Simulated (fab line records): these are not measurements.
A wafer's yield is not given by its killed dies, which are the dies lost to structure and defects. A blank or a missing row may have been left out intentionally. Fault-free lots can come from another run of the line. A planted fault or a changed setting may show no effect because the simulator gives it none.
Which tool was responsible? ; flow sky130 ; Sampling: 13 lots, 39 wafers, 4 of 708 route steps

WHAT EACH GAUGE READ, for each wafer
SKY_VT_ADJUST_LVTN_TW_MEAS_10.
lot;measured;on;VT_ADJUST_LVTN_TW
L524;day 7 00:52;filmMetro-03;246.3 245.0 245.2
L526;day 7 12:26;filmMetro-02;243.4 242.5 244.2
L527;day 7 19:37;filmMetro-01;239.2 238.2 239.0
L530;day 8 11:05;filmMetro-03;247.1 246.2 246.1
L532;day 9 03:16;filmMetro-03;244.7 244.9 245.0
L533;day 9 06:34;filmMetro-01;239.7 239.5 239.6
L534;day 9 14:58;filmMetro-01;239.4 239.8 239.3
L537;day 10 09:52;filmMetro-01;240.2 240.5 239.1
L538;day 10 13:36;filmMetro-02;242.9 243.9 240.9
L541;day 11 15:07;filmMetro-01;240.0 239.5 240.0
L545;day 12 10:37;filmMetro-03;244.1 245.3 244.5
L546;day 12 18:23;filmMetro-03;244.8 244.0 244.0
L547;day 13 02:29;filmMetro-03;243.8 244.5 243.2

SKY_SONOS_TUNNEL_OVL_MEAS_08.
lot;measured;on;SONOS_TUNNEL_OVL (nm)
L524;day 11 10:56;overlay-01;1.0 1.1 1.5
L526;day 12 01:52;overlay-01;-0.5 -0.6 0.2
L527;day 12 16:39;overlay-01;0.7 -0.4 0.8
L530;day 13 05:04;overlay-02;-2.6 -3.8 -3.1
L532;day 13 23:47;overlay-02;-2.5 -0.9 -2.1
L533;day 14 02:58;overlay-02;-3.7 -3.7 -1.7
L534;day 14 15:16;overlay-02;-1.3 0.4 0.7
L537;day 15 13:09;overlay-01;3.2 1.0 2.0
L538;day 15 19:28;overlay-01;-3.8 -0.4 -3.0
L541;day 17 03:10;overlay-01;1.4 -0.1 -0.2
L545;day 18 00:26;overlay-01;-0.6 0.8 0.8
L546;day 18 10:52;overlay-02;-0.4 -2.6 -3.5
L547;day 18 20:03;overlay-01;-1.8 -0.3 1.1

EACH LOT AND THE TOOL THAT RAN IT (in order: tool; ch and the chambers of the sampled wafers; start)
lot;SKY_VT_ADJUST_LVTN_STRIP_20;SKY_VT_ADJUST_PCH_STRIP_09
L524;plasmaAsher-01 ch 0,1, day 7 21:16;plasmaAsher-04 ch 0,1, day 10 12:41
L526;plasmaAsher-02 ch 0,1, day 8 08:12;plasmaAsher-02 ch 0,1, day 11 02:04
L527;plasmaAsher-02 ch 0,1, day 8 15:16;plasmaAsher-02 ch 0,1, day 11 09:39
L530;plasmaAsher-04 ch 0,1, day 9 07:51;plasmaAsher-03 ch 0,1, day 12 04:25
L532;plasmaAsher-04 ch 0,1, day 10 01:28;plasmaAsher-02 ch 0,1, day 12 22:23
L533;plasmaAsher-04 ch 0,1, day 10 03:53;plasmaAsher-04 ch 0,1, day 13 01:20
L534;plasmaAsher-01 ch 0,1, day 10 12:47;plasmaAsher-02 ch 0,1, day 13 12:32
L537;plasmaAsher-04 ch 0,1, day 11 08:10;plasmaAsher-04 ch 0,1, day 14 10:17
L538;plasmaAsher-02 ch 0,1, day 11 11:56;plasmaAsher-02 ch 0,1, day 14 16:07
L541;plasmaAsher-02 ch 0, day 12 15:28;plasmaAsher-04 ch 0,1, day 15 22:01
L545;plasmaAsher-01 ch 0,1, day 13 11:23;plasmaAsher-04 ch 0,1, day 16 19:47
L546;plasmaAsher-04 ch 0,1, day 13 19:41;plasmaAsher-04 ch 1, day 17 05:31
L547;plasmaAsher-02 ch 0,1, day 14 03:31;plasmaAsher-03 ch 0,1, day 17 14:43
- SKY_VT_ADJUST_LVTN_STRIP_20: strips in O2/N2.
- SKY_VT_ADJUST_PCH_STRIP_09: strips in O2/N2.

AS READ BY THE TOOLS THEMSELVES (means over the sampled wafers that have a number; for cases with no such wafer, the mark the record gives instead)
SKY_VT_ADJUST_LVTN_STRIP_20.
lot;tool;chamberPressureMTorr (mTorr);drypumpMotorCurrentA (A);oesProductAu (a.u.);stripTimeToEndpointS (s)
L524;plasmaAsher-01;1500.9;5.8;0.715;14.16
L526;plasmaAsher-02;1500.1;4.8;0.716;14.22
L527;plasmaAsher-02;1498.4;4.8;0.721;14.11
L530;plasmaAsher-04;1498.4;5.4;0.714;14.17
L532;plasmaAsher-04;1500.3;5.4;0.717;14.17
L533;plasmaAsher-04;1499.2;5.3;0.716;14.20
L534;plasmaAsher-01;1500.1;5.8;0.716;14.13
L537;plasmaAsher-04;1499.9;5.4;0.716;14.17
L538;plasmaAsher-02;1500.2;4.8;0.718;14.15
L541;plasmaAsher-02;1499.8;4.8;0.717;14.16
L545;plasmaAsher-01;1500.0;5.7;0.718;14.16
L546;plasmaAsher-04;1499.8;5.4;0.718;14.20
L547;plasmaAsher-02;1499.4;4.8;0.714;14.19

SKY_VT_ADJUST_PCH_STRIP_09.
lot;tool;chamberPressureMTorr (mTorr);drypumpMotorCurrentA (A);oesProductAu (a.u.);stripTimeToEndpointS (s)
L524;plasmaAsher-04;1499.6;5.4;0.727;36.85
L526;plasmaAsher-02;1500.4;4.8;0.724;36.93
L527;plasmaAsher-02;1499.3;4.8;0.722;36.94
L530;plasmaAsher-03;1499.3;5.3;0.722;36.92
L532;plasmaAsher-02;1498.3;4.8;0.722;36.99
L533;plasmaAsher-04;1500.3;5.4;0.725;37.01
L534;plasmaAsher-02;1499.0;4.8;0.720;36.97
L537;plasmaAsher-04;1501.0;5.4;0.723;36.85
L538;plasmaAsher-02;1500.9;4.8;0.723;36.90
L541;plasmaAsher-04;1500.6;5.4;0.720;37.03
L545;plasmaAsher-04;1500.2;5.4;0.814;31.38
L546;plasmaAsher-04;1499.5;5.3;0.811;31.14
L547;plasmaAsher-03;1500.0;5.4;0.725;36.89

THE ANSWER, worked out from the rows above alone
Rule: the usual values come from the lots themselves. Put in order of their means at a reading, lots are off if they are a third of the lots or fewer, leave a main group of 4 or more, and stand apart from it by a gap of 3 or more times the standard deviation of the main group's means; of several such gaps the widest counts. If all means in a main group match to the digits the tables above print for the reading, that group is not used. Also off: a lot with no number at a reading for which 4 or more lots have one. All remaining lots with rows at the step are treated as sound. Order of review: gauges by route order, followed by the tools' own readings, for which a lot's mean as printed above is used. At the first step where some lot is off, the reading lying furthest off is the one used; lots without a number count as furthest.
Off: L545, L546, at SKY_VT_ADJUST_PCH_STRIP_09 (stripTimeToEndpointS). The main group has a mean of 36.93 s with a standard deviation of 0.058.
If a tool, at that step or one of the process steps before it, ran each lot that is off and ran no sound lot following the first of them, it fits. One fits: plasmaAsher-04 at SKY_VT_ADJUST_PCH_STRIP_09. Its last sound lot is L541 (day 15 22:01), its first lot that is off L545 (day 16 19:47): a fault that began between those two fits.
The tool's own readings at SKY_VT_ADJUST_PCH_STRIP_09 bear it out: on the lots that are off they differ by more than 5 times the standard deviation of the sound lots' means. oesProductAu reads 0.812 a.u. there against 0.723 a.u. on the sound lots; stripTimeToEndpointS reads 31.26 s there against 36.93 s on the sound lots.

WHAT WAS PUT IN BY THE SIMULATOR
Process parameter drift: plasmaAsher-04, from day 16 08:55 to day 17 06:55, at SKY_VT_ADJUST_PCH_STRIP_09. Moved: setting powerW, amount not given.
Lots struck among those shown: L545, L546. The rule above found the same.
